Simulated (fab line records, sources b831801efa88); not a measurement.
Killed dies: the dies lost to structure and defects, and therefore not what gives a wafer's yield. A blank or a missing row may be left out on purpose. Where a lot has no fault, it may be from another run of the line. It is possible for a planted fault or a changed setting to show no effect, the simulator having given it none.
Problem report in the 8D (eight disciplines) form, filled by code ; flow gf180mcu ; the parts of the form that need people (team, actions taken, sign-off) are left out

1. WHAT WENT WRONG
Mean of cathodeDcPowerW at GF_M3_SPUTTER_00: 4990.1 W across 6 wafers in 2 lots; on wafers with no fault it is 4000.0 W (standard deviation 0.74). That is +99 or more standard deviations from the usual mean.
The step: material Ti, target thk 37.5 nm, time 150 s.
Earliest sighting: wafer L869.1 on pvdSputter-03 at day 25 02:04. The record has a number at this step for 39 wafers belonging to 13 lots. Rule for "out" (also "out of limits"): further than 4 standard deviations from the usual mean. The other wafers with a number count as sound.

2. WHAT IT IS; WHAT IT IS NOT
question;is;is not
which readings at this step;cathodeDcPowerW;throttleValvePct
which lots;L869, L870;L856, L857, L859, L861, L862, L863, L873, L874, L876, L878, L879
which wafers of those lots;all that have a number;-
read on which tools;pvdSputter-03;pvdSputter-02, pvdSputter-04
when;from day 25 02:04;"up to then (18 sound wafers); but 15 sound wafers of L873, L874, L876, L878, L879 came after"

3. WHAT RULES OUT EACH SUSPECT
Counting: a tool at any process step up to the reading remains a suspect when it ran all the lots that are out and ran no sound lot after the first of those.
- plasmaAsher-04 at GF_V2_STRIP_18 (strips in O2/N2): ruled out as a lasting fault. Sound lots L878, L879 ran on it after its first lot that is out, L869 (day 25 00:50).
- cvdW-02 at GF_V2_CVD_23 (deposits W, target thk 350 nm, time 104.94 s): ruled out as a lasting fault. Sound lots L873, L878, L879 ran on it after its first lot that is out, L869 (day 25 01:29).
- pvdSputter-03 at GF_M3_SPUTTER_00 (material Ti, target thk 37.5 nm, time 150 s): kept. Every lot that is out went through it, starting with L869 (day 25 02:04), and after that it ran no sound lot; the last sound lot it ran before then is L862 (day 22 18:39). Its own readings are out on those wafers: cathodeDcPowerW.
Left after counting: pvdSputter-03 at GF_M3_SPUTTER_00.

4. THE CAUSE (what the simulator had put in)
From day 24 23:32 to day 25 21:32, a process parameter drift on pvdSputter-03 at GF_M3_SPUTTER_00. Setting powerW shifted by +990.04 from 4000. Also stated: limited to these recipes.
The count eliminated every tool but this one.

5. THE CHAIN OF EFFECTS, in route order
One row per reading whose mean, taken over the struck wafers that have a number, lies over 3 standard deviations from the usual. Scope: only readings with a usual standard deviation given in the record; hours: median across lots of the time from each lot's start at the first step in this table that gives one to its start at this step; sigmas: change in usual standard deviations.
hours;step;reading;usual;on struck wafers;change;sigmas
0;GF_M3_SPUTTER_00;cathodeDcPowerW;4000.0 W;4990.1;+990.1;+99 or more
It contains these process steps:
- GF_M3_SPUTTER_00: material Ti, target thk 37.5 nm, time 150 s.

6. HOW IT WOULD HAVE BEEN CAUGHT EARLIER
In this record the first reading out of limits was taken at day 25 02:04, 3 hours after the fault began at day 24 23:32.
